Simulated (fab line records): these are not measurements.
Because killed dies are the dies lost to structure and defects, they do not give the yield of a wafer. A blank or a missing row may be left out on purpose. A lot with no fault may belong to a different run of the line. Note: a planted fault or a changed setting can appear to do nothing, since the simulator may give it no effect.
Which tool was responsible? ; flow gf180mcu ; Sampling: 15 lots, 45 wafers, 3 of 602 route steps

== WHAT THE GAUGES SHOWED, per wafer ==
GF_TOP_METAL_THK_MEAS_06: measures by xrf. Usual: for TOP_METAL_ALCU_THK the level is 895 nm and the standard deviation is 13.
lot;measured;on;TOP_METAL_ALCU_THK (nm);flag
L988;day 27 10:05;film_metro-03;907 903 919;
L990;day 28 02:38;film_metro-01;884 880 884;
L991;day 28 08:59;film_metro-02;887 889 891;
L992;day 28 17:24;film_metro-02;883 878 885;
L994;day 29 13:11;film_metro-01;901 888 913;
L995;day 29 22:56;film_metro-03;894 897 882;
L996;day 30 00:53;film_metro-01;898 890 903;
L997;day 30 06:50;film_metro-02;897 884 884;
L102;day 31 18:02;film_metro-02;885 876 890;
L103;day 31 21:34;film_metro-01;898 896 901;
L104;day 32 00:37;film_metro-03;898 884 893;
L105;day 32 10:41;film_metro-03;928 918 920;
L106;day 32 11:27;film_metro-02;873 878 877;
L107;day 32 19:50;film_metro-03;919 899 914;
L111;day 33 18:27;film_metro-03;899 912 909;

== WHICH TOOL RAN EACH LOT (tool, then ch and the chambers of the sampled wafers, then the start) ==
lot;GF_V5_SPUTTER_21;GF_V5_CMP_26
L988;pvd_sputter-02, day 27 09:04;cmp-02 ch 0,2,3, day 27 09:27
L990;pvd_sputter-04, day 28 01:37;cmp-01 ch 0,3, day 28 02:03
L991;pvd_sputter-01, day 28 07:58;cmp-01 ch 0,3, day 28 08:21
L992;pvd_sputter-02, day 28 16:21;cmp-01 ch 0,1,3, day 28 16:44
L994;pvd_sputter-02, day 29 12:10;cmp-02 ch 0,1,2, day 29 12:36
L995;pvd_sputter-01, day 29 21:53;cmp-01 ch 0,1,3, day 29 22:17
L996;pvd_sputter-01, day 29 23:51;cmp-02 ch 0,1,3, day 30 00:20
L997;pvd_sputter-02, day 30 05:48;cmp-01 ch 1,2,3, day 30 06:14
L102;pvd_sputter-04, day 31 16:52;cmp-01 ch 0,2,3, day 31 17:23
L103;pvd_sputter-04, day 31 20:31;cmp-02 ch 0,1,3, day 31 21:03
L104;pvd_sputter-02, day 31 23:34;cmp-02 ch 0,1,3, day 31 23:58
L105;pvd_sputter-01, day 32 09:39;cmp-01 ch 1,2,3, day 32 10:02
L106;pvd_sputter-02, day 32 10:25;cmp-01 ch 1,2, day 32 10:51
L107;pvd_sputter-02, day 32 18:48;cmp-02 ch 0,2,3, day 32 19:20
L111;pvd_sputter-02, day 33 17:25;cmp-01 ch 0,1,2, day 33 17:48
- GF_V5_SPUTTER_21: material Ti, target thk 15 nm, time 80.02 s.
- GF_V5_CMP_26: polishes, stops on SiO2, t overpolish 15 s, target thk 0 nm.

== WHAT THE TOOLS THEMSELVES READ (means of the sampled wafers that have a number; where no wafer has one, the mark that the record gives instead) ==
GF_V5_SPUTTER_21. Usual: 29.8 % for throttle_valve_pct, sd 0.76.
lot;tool;throttle_valve_pct (%);flag
L988;pvd_sputter-02;29.5;
L990;pvd_sputter-04;30.3;
L991;pvd_sputter-01;29.1;
L992;pvd_sputter-02;30.4;
L994;pvd_sputter-02;29.9;
L995;pvd_sputter-01;29.6;
L996;pvd_sputter-01;30.1;
L997;pvd_sputter-02;29.5;
L102;pvd_sputter-04;30.1;
L103;pvd_sputter-04;29.8;
L104;pvd_sputter-02;29.8;
L105;pvd_sputter-01;29.9;
L106;pvd_sputter-02;29.4;
L107;pvd_sputter-02;29.4;
L111;pvd_sputter-02;30.0;

GF_V5_CMP_26. Usual: motor_current_A 11.2 A, standard deviation 0.88; overpolish_run_s 15.000 s, standard deviation 0.0079; slurry_flow_ml_min 150.0, standard deviation 0.47; time_to_endpoint_s 85 s, standard deviation 5.
lot;tool;motor_current_A (A);overpolish_run_s (s);slurry_flow_ml_min;time_to_endpoint_s (s);flag
L988;cmp-02;10.4;14.996;149.9;84;
L990;cmp-01;11.9;14.996;149.8;86;
L991;cmp-01;11.8;14.996;150.1;85;
L992;cmp-01;11.7;14.996;149.7;92;
L994;cmp-02;10.0;15.000;150.4;80;
L995;cmp-01;11.9;14.997;150.2;86;
L996;cmp-02;11.2;14.995;150.1;82;
L997;cmp-01;11.6;14.999;149.3;83;
L102;cmp-01;11.6;15.002;150.0;87;
L103;cmp-02;11.1;14.998;150.2;84;
L104;cmp-02;10.9;14.992;149.9;81;
L105;cmp-01;11.9;14.997;149.9;88;
L106;cmp-01;11.9;15.000;149.7;83;
L107;cmp-02;10.6;14.997;149.7;83;
L111;cmp-01;12.2;14.998;150.2;85;

== THE ANSWER, worked out from the rows above alone ==
Rule: lot off if the mean of its wafers having a number is beyond 3 standard deviations from the usual mean. Also off: a lot with no number at a reading for which 4 or more lots have one. The other lots that the step has rows for count as sound. The gauges are gone through in route order, then the tools' own readings, and for those a lot's mean is taken as printed above. The first step at which some lot is off is used, and at that step the reading that is off furthest; a lot without a number counts as furthest.
Nothing can be told from this: no lot is off at any reading shown.

== WHAT THE SIMULATOR PUT IN ==
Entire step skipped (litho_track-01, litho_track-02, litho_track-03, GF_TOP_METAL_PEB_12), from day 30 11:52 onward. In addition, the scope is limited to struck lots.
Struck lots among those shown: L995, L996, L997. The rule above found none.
